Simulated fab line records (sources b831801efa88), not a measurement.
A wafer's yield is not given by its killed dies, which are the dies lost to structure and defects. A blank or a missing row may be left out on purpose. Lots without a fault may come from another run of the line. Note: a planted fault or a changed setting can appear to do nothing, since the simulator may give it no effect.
Split-lot experiment	flow gf180mcu	route with 602 steps; 5 lots, 23 wafers read

ON THE SPLIT
At GF_M1_SPUTTER_03 (material Ti, target thk 10 nm, time 6.7 s), the setting time s was moved away from the recipe's 6.7 s on 9 of the 23 wafers read, by -6.8% to +11.7%. This setting was run at the recipe's value on the other wafers.

The reading comes from the split's own step.

THE READING
Ti_of_M1_SPUTTER_03.thk nm (the simulator's own value, which no gauge read), in nm, at GF_M1_SPUTTER_03 (material Ti, target thk 10 nm, time 6.7 s). The file gives no usual value for it. The 14 wafers here that ran the recipe average 10.099 nm, standard deviation 0.098 nm.

wafer	tool, chamber at the split	time s as run, s	against the recipe	Ti_of_M1_SPUTTER_03.thk nm, nm	against lot-mates on the recipe
L075.2	pvd sputter-02, -	6.7	recipe	10.07	-
L075.3	pvd sputter-02, -	6.7	recipe	10.18	-
L075.4	pvd sputter-02, -	6.7	recipe	10.17	-
L077.1	pvd sputter-01, -	7.487	+11.7%	11.14	+1.210
L077.2	pvd sputter-01, -	7.487	+11.7%	11.21	+1.280
L077.3	pvd sputter-01, -	6.7	recipe	9.912	-
L077.4	pvd sputter-01, -	7.487	+11.7%	11.24	+1.310
L077.6	pvd sputter-01, -	6.7	recipe	9.947	-
L080.2	pvd sputter-04, -	6.247	-6.8%	9.43	-0.750
L080.3	pvd sputter-04, -	6.247	-6.8%	9.439	-0.741
L080.4	pvd sputter-04, -	6.7	recipe	10.16	-
L080.5	pvd sputter-04, -	6.7	recipe	10.2	-
L080.6	pvd sputter-04, -	6.247	-6.8%	9.514	-0.666
L081.1	pvd sputter-01, -	6.7	recipe	9.992	-
L081.2	pvd sputter-01, -	7.123	+6.3%	10.58	+0.554
L081.3	pvd sputter-01, -	7.123	+6.3%	10.52	+0.494
L081.5	pvd sputter-01, -	7.123	+6.3%	10.57	+0.544
L081.6	pvd sputter-01, -	6.7	recipe	10.06	-
L082.2	pvd sputter-01, -	6.7	recipe	10.09	-
L082.3	pvd sputter-01, -	6.7	recipe	10.25	-
L082.4	pvd sputter-01, -	6.7	recipe	10.21	-
L082.5	pvd sputter-01, -	6.7	recipe	10.07	-
L082.6	pvd sputter-01, -	6.7	recipe	10.08	-

THE FIT
A straight line over all 23 wafers: Ti_of_M1_SPUTTER_03.thk nm changes by +0.0906 nm for each +1% of time s; r = +0.98; the points scatter about the line by 0.094 nm.
The same after taking each lot's own level away (the mean of its wafers on the recipe; 23 wafers): +0.104 nm for each +1%; r = +0.99; scatter 0.07 nm.
Per that fit: largest time s move, reading shift of 1.2 nm.
Across the lots, their own levels run from 9.9295 to 10.1800 nm, a range of 2.6 times the standard deviation given above.
So the slope is not independent of the lot-to-lot level: the two fits are not the same.
Check: +1.21 nm against its lot-mates is what the line predicts for one of the wafers moved furthest among these (+11.7%) when that wafer is left out of the fit. Against them it came out at +1.21 nm.

THESE WAFERS: OTHER SPLITS
These wafers also went through other splits before the reading. Each is held against what the fit with the lots' levels taken away leaves over:
other split on the same wafers	wafers away from the commonest value	r with Ti_of_M1_SPUTTER_03.thk nm (lot level and that fit taken away)
GF_HV_LDD_DEVELOP_45 develop time s	7	-0.28
GF_NSD_DEVELOP_06 develop time s	11	+0.48
GF_PSD_COAT_02 spin rpm	11	-0.35
GF_PSD_IMPLANT_09 dose cm2	10	-0.22
GF_SAB_DEVELOP_08 develop time s	7	-0.22
GF_CONTACT_CVD_00 sih4 flow sccm	7	+0.25
GF_CONTACT_ETCH_16 bias w	5	-0.20
GF_CONTACT_SPUTTER_23 time s	10	+0.26

FILE'S OWN FIT
Ti_of_M1_SPUTTER_03.thk nm changes by +0.103 nm for each +1% of time s, r = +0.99.
